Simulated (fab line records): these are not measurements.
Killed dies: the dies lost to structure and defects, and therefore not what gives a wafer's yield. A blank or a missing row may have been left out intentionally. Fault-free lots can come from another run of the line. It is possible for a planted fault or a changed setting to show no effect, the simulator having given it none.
Problem report, 8D (eight disciplines) form, completed by code	flow sky130	the parts of the form that need people (team, actions taken, sign-off) are left out

== 1. THE ISSUE ==
Mean of killed-at-front-end at SKY_PAD_OPEN_PROBE_99: 50 across 6 wafers in 2 lots; on wafers with no fault it is 15 (standard deviation 4.5). Measured from the usual mean, that is +7.9 standard deviations.
Earliest sighting: wafer L145.1 on prober-02 at day 48 23:37. The record holds 6 wafers of 2 lots with a number at this step. Rule for "out" (also "out of limits"): further than 4 standard deviations from the usual mean. Any other wafer with a number is counted as sound.

== 2. WHAT IT IS, AND WHAT IT ISN'T ==
question	is	is not
which readings at this step	killed-at-front-end	killed_at_M0_to_M3, killed_at_M4_up, killed-at-contacts, killed-at-other, killed-open, killed-short
which lots	L144, L145	-
which wafers of those lots	all that have a number	-
read on which tools	prober-01, prober-02	-
when	from day 48 23:37	up to then (0 sound wafers)

== 3. THE SUSPECTS, EACH WITH WHAT RULES IT OUT ==
Counting: a tool stays on the suspect list if, at a process step up to the reading, it processed all lots that are out and no sound lot following the first of them.
- wet-bench-04 at SKY_FIELD_ISO_WET_ETCH_18 (etches Si3N4 in H3PO4, target depth 25 nm, time 286 s): kept. It ran every lot that is out, first L144 (day 4 11:10), and no sound lot after that.
- rie-metal-01 at SKY_METAL4_METAL_ETCH_18 (etches the open film in Cl2/BCl3, stops on SiO2, target depth 845 nm, time 183.1 s): kept. It ran every lot that is out, first L145 (day 45 08:25), and no sound lot after that.
Remaining after the count are wet-bench-04 at SKY_FIELD_ISO_WET_ETCH_18 and rie-metal-01 at SKY_METAL4_METAL_ETCH_18.

== 4. THE CAUSE (what the simulator had put in) ==
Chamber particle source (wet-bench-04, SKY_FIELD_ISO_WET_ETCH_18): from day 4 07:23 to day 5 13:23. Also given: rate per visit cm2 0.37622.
Of the 2 suspects that counting leaves, this tool is one.

== 5. THE EFFECT CHAIN, in route order ==
One row per reading whose mean, taken over the struck wafers that have a number, lies over 3 standard deviations from the usual. Only readings for which the record gives a usual standard deviation are gone through. hours: the time from each lot's start at the first step in this table that gives one to its start at this step, as a median over the lots. sigmas: the change in usual standard deviations.
hours	step	reading	usual	on struck wafers	change	sigmas
0	SKY_PAD_OPEN_PROBE_99	killed-at-front-end	15	50	+36	+7.9
0	SKY_PAD_OPEN_PROBE_99	killed-dies	83	115	+32	+3.6
Process steps it contains:
- SKY_PAD_OPEN_PROBE_99

== 6. HOW IT WOULD HAVE BEEN CAUGHT EARLIER ==
1072 hours passed between the start of the fault at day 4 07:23 and the first reading out of limits in this record, taken at day 48 23:37.
The start of SKY_FIELD_ISO_WET_ETCH_18 on wet-bench-04 came by day 48 23:37 for every one of the lots that are out (2). None of them would have been spared by holding the tool at that moment.
